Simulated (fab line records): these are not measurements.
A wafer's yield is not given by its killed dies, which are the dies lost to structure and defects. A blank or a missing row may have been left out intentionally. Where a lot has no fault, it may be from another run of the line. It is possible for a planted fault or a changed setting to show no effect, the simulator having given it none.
2 desks, one fault :: flow sky130 :: numbers are kept per desk, each desk with only its own; the story behind them comes last

== AT THE METROLOGY DESK ==
Means of the sampled wafers that have a number, per lot and without regard to the tool the lot ran on: this is what the gauges read. If a lot's mean is further than 4 standard deviations from the usual mean, the lot is out of limits and carries the mark OUT (the distance appears in the brackets).
Columns: A = METAL2_ALCU_RS at SKY_METAL2_RS_MEAS_05, usual 0.1269 ohm/sq; B = VIA2_W_THK at SKY_VIA2_THK_MEAS_23, usual 416 nm
lot: L156
first seen here: day 34 03:53
A: 0.1276
B: 409

lot: L157
first seen here: day 35 07:04
A: 0.1277
B: 408

lot: L160
first seen here: day 35 23:34
A: 0.1270
B: 403

lot: L162
first seen here: day 36 13:30
A: 0.1262
B: 420

lot: L163
first seen here: day 36 17:20
A: 0.1250
B: 415

lot: L164
first seen here: day 36 23:38
A: 0.1295
B: 415

lot: L168
first seen here: day 38 01:59
A: 0.1258
B: 418

lot: L172
first seen here: day 38 10:55
A: 0.1263
B: 411

lot: L175
first seen here: day 40 07:41
A: 0.1298
B: 408

lot: L177
first seen here: day 40 10:44
A: 0.1255
B: 411

lot: L178
first seen here: day 40 11:58
A: 0.1272
B: 420
Finding of this desk: none of the 11 lots has anything out of limits.

== DESK OF THE TOOL OWNER: plasmaAsher-02 ==
The tool's own readings at SKY_METAL2_STRIP_20 (strips in O2/N2): means of the sampled wafers that have a number, for each lot that ran on this tool. If a lot's mean is further than 4 standard deviations from the usual mean, the lot is out of limits and carries the mark OUT (the distance appears in the brackets).
Columns: A = drypumpMotorCurrentA at SKY_METAL2_STRIP_20, usual 5.7 A; B = n2FlowSccm at SKY_METAL2_STRIP_20, usual 299.9 sccm; C = o2FlowSccm at SKY_METAL2_STRIP_20, usual 3002 sccm; D = oesProductAu at SKY_METAL2_STRIP_20, usual 0.343 a.u.; E = stripTimeToEndpointS at SKY_METAL2_STRIP_20, usual 2.69 s
lot: L157
first seen here: day 36 08:44
A: 5.7
B: 300.3
C: 3002
D: 0.340
E: 2.68

lot: L160
first seen here: day 37 01:35
A: 5.7
B: 299.7
C: 2998
D: 0.347
E: 2.73

lot: L162
first seen here: day 37 16:01
A: 5.7
B: 299.5
C: 2994
D: 0.342
E: 2.67

lot: L163
first seen here: day 37 19:42
A: 5.7
B: 298.4
C: 2994
D: 0.345
E: 2.74

lot: L164
first seen here: day 38 02:38
A: 5.7
B: 299.7
C: 3006
D: 0.346
E: 2.70

lot: L175
first seen here: day 41 08:10
A: 5.7
B: 299.0
C: 2990
D: 0.339
E: 2.63
Finding of this desk: none of the 6 lots has anything out of limits.

== ALL TOGETHER ==
At the metrology desk, nothing out of limits was observed.
The tool owner's desk saw nothing out of limits.

== WHAT WAS PUT IN BY THE SIMULATOR ==
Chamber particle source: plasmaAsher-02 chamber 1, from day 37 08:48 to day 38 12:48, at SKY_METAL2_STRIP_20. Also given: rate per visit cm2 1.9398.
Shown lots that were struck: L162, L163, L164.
